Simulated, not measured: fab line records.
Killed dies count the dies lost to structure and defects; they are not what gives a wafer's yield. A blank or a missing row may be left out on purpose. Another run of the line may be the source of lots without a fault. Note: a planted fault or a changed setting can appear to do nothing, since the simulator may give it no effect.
Which tool was responsible?	flow gf180mcu	36 wafers from 12 lots sampled at 6 of the route's 602 steps

== WHAT THE GAUGES READ, wafer by wafer ==
GF_V4_THK_MEAS_01.
lot	measured	on	V4_CVD_00_THK (nm)
L558	day 24 05:35	film_metro-01	1187 1193 1189
L564	day 26 06:53	film_metro-01	1194 1202 1186
L567	day 27 02:09	film_metro-02	1199 1202 1199
L568	day 27 11:15	film_metro-01	599 587 591
L571	day 28 18:03	film_metro-03	597 609 600
L572	day 28 20:05	film_metro-02	608 608 594
L573	day 29 00:32	film_metro-03	586 591 588
L574	day 29 09:17	film_metro-03	588 589 580
L576	day 29 19:20	film_metro-01	590 595 591
L577	day 30 07:44	film_metro-03	594 598 591
L578	day 30 08:24	film_metro-03	597 606 611
L579	day 30 11:32	film_metro-03	602 586 596

GF_V4_BOW_MEAS_05.
lot	measured	on	V4_BOW (um)
L558	day 24 06:08	film_metro-03	172 177 163
L564	day 26 07:28	film_metro-03	164 146 150
L567	day 27 02:46	film_metro-02	168 173 179
L568	day 27 11:50	film_metro-02	117 119 126
L571	day 28 18:33	film_metro-01	157 148 144
L572	day 28 20:34	film_metro-01	149 143 146
L573	day 29 01:02	film_metro-03	129 120 125
L574	day 29 09:46	film_metro-02	146 128 148
L576	day 29 19:51	film_metro-02	123 139 132
L577	day 30 08:14	film_metro-02	149 142 150
L578	day 30 08:53	film_metro-03	146 129 136
L579	day 30 12:02	film_metro-02	138 135 138

== EACH LOT AND THE TOOL THAT RAN IT (in order: tool; ch and the chambers of the sampled wafers; start) ==
lot	GF_V2_ETCH_16	GF_V2_ETCH_17	GF_M3_SPUTTER_03	GF_V4_CVD_00
L558	rie_diel-03 ch 1,2, day 21 01:55	rie_diel-03 ch 1,2, day 21 03:26 or earlier	pvd_sputter-03, day 21 03:26	hdpcvd-01 ch 0,2, day 24 05:16
L564	rie_diel-03 ch 1,3, day 23 07:10	rie_diel-03 ch 1,3, day 23 08:41 or earlier	pvd_sputter-03, day 23 08:41	hdpcvd-01 ch 0,1, day 26 06:34
L567	rie_diel-02 ch 0,1,3, day 24 04:13	rie_diel-02 ch 0,1,3, day 24 05:45 or earlier	pvd_sputter-01, day 24 05:45	hdpcvd-01 ch 0,2, day 27 01:49
L568	rie_diel-03 ch 0,2,3, day 24 14:58	rie_diel-03 ch 0,2,3, day 24 16:29 or earlier	pvd_sputter-04, day 24 16:29	hdpcvd-01 ch 0,1,2, day 27 11:11
L571	rie_diel-03 ch 0,3, day 26 00:01	rie_diel-03 ch 0,3, day 26 01:35 or earlier	pvd_sputter-04, day 26 01:35	hdpcvd-02 ch 0,1,2, day 28 17:58
L572	rie_diel-02 ch 0,2,3, day 26 01:34	rie_diel-02 ch 0,2,3, day 26 03:05 or earlier	pvd_sputter-03, day 26 03:05	hdpcvd-02 ch 0,1,2, day 28 20:00
L573	rie_diel-03 ch 0,3, day 26 07:10	rie_diel-03 ch 0,3, day 26 08:44 or earlier	pvd_sputter-04, day 26 08:44	hdpcvd-01 ch 0,1, day 29 00:27
L574	rie_diel-03 ch 0,1, day 26 17:04	rie_diel-03 ch 0,1, day 26 18:37 or earlier	pvd_sputter-03, day 26 18:37	hdpcvd-01 ch 1,2, day 29 09:13
L576	rie_diel-02 ch 0,1, day 27 04:16	rie_diel-02 ch 0,1, day 27 05:47 or earlier	pvd_sputter-04, day 27 05:47	hdpcvd-01 ch 0,1,2, day 29 19:16
L577	rie_diel-04 ch 0,2, day 27 16:19	rie_diel-04 ch 0,2, day 27 17:56 or earlier	pvd_sputter-03, day 27 17:56	hdpcvd-01 ch 0,1, day 30 07:40
L578	rie_diel-04 ch 0,1,2, day 27 17:55	rie_diel-04 ch 0,1,2, day 27 19:26 or earlier	pvd_sputter-03, day 27 19:26	hdpcvd-02 ch 0,1,2, day 30 08:20
L579	rie_diel-02 ch 0,2,3, day 27 21:16	rie_diel-02 ch 0,2,3, day 27 22:50 or earlier	pvd_sputter-03, day 27 22:50	hdpcvd-02 ch 0,1, day 30 11:28
- GF_V2_ETCH_16: etches BARC in N2/H2.
- GF_V2_ETCH_17: etches SiO2 in C4F8/O2/Ar, stops on TiN, target depth 630 nm.
- GF_M3_SPUTTER_03: material Ti, target thk 10 nm, time 6.7 s.
- GF_V4_CVD_00: deposits SiO2, target thk 600 nm, time 100 s.

== WHAT THE TOOLS THEMSELVES READ (means of the sampled wafers that have a number; where no wafer has one, the mark that the record gives instead) ==
GF_V2_ETCH_16.
lot	tool	drypump_motor_current_A (A)	oes_product_au (a.u.)	throttle_valve_pct (%)
L558	rie_diel-03	5.6	0.853	13.224
L564	rie_diel-03	5.3	0.852	13.227
L567	rie_diel-02	5.9	0.851	13.228
L568	rie_diel-03	5.6	0.855	13.219
L571	rie_diel-03	5.3	0.847	13.220
L572	rie_diel-02	5.6	0.852	13.240
L573	rie_diel-03	5.8	0.855	13.214
L574	rie_diel-03	5.8	0.859	13.225
L576	rie_diel-02	5.7	0.858	13.223
L577	rie_diel-04	5.7	0.858	13.228
L578	rie_diel-04	6.0	0.857	13.234
L579	rie_diel-02	5.6	0.854	13.236

GF_V2_ETCH_17.
lot	tool	oes_product_au (a.u.)
L558	rie_diel-03	0.858
L564	rie_diel-03	0.855
L567	rie_diel-02	0.859
L568	rie_diel-03	0.855
L571	rie_diel-03	0.857
L572	rie_diel-02	0.857
L573	rie_diel-03	0.853
L574	rie_diel-03	0.855
L576	rie_diel-02	0.854
L577	rie_diel-04	0.856
L578	rie_diel-04	0.854
L579	rie_diel-02	0.850

GF_M3_SPUTTER_03.
lot	tool	cathode_dc_power_W (W)	throttle_valve_pct (%)
L558	pvd_sputter-03	2999.8	30.3
L564	pvd_sputter-03	3000.1	30.7
L567	pvd_sputter-01	3000.1	28.8
L568	pvd_sputter-04	2999.8	30.1
L571	pvd_sputter-04	3000.0	30.5
L572	pvd_sputter-03	2999.5	31.1
L573	pvd_sputter-04	3000.1	30.0
L574	pvd_sputter-03	2999.7	29.8
L576	pvd_sputter-04	3000.0	31.0
L577	pvd_sputter-03	2999.8	31.1
L578	pvd_sputter-03	2999.7	30.7
L579	pvd_sputter-03	3000.0	30.9

== THE ANSWER, worked out from the rows above alone ==
Rule: the lots themselves supply what counts as usual. The widest of any qualifying gaps counts: lots, ordered by their means at a reading, are off when they make up no more than a third of the lots, leave a main group of 4 or more, and stand apart from it by 3 or more times the standard deviation of that group's means. Not used: any main group whose means are identical at the precision the tables above print for the reading. Also off: a lot with no number at a reading for which 4 or more lots have one. The other lots that the step has rows for count as sound. The gauges are gone through in route order, then the tools' own readings, and for those a lot's mean is taken as printed above. The first step at which some lot is off is used, and at that step the reading that is off furthest; a lot without a number counts as furthest.
Off: L558, L564, L567, at GF_V4_THK_MEAS_01 (V4_CVD_00_THK). Mean 595 nm and standard deviation 6.3 in the main group.
If a tool, at a process step before that reading, ran all the lots that are off and no sound lot after the first of them, it fits. Gauges at GF_V4_THK_MEAS_01: tried the same way as those tools. GF_V2_ETCH_17 gives no start for some lots, so the hours and the order of its lots are those of GF_M3_SPUTTER_03. None of those tried fits.

== WHAT THE SIMULATOR HAD PUT IN ==
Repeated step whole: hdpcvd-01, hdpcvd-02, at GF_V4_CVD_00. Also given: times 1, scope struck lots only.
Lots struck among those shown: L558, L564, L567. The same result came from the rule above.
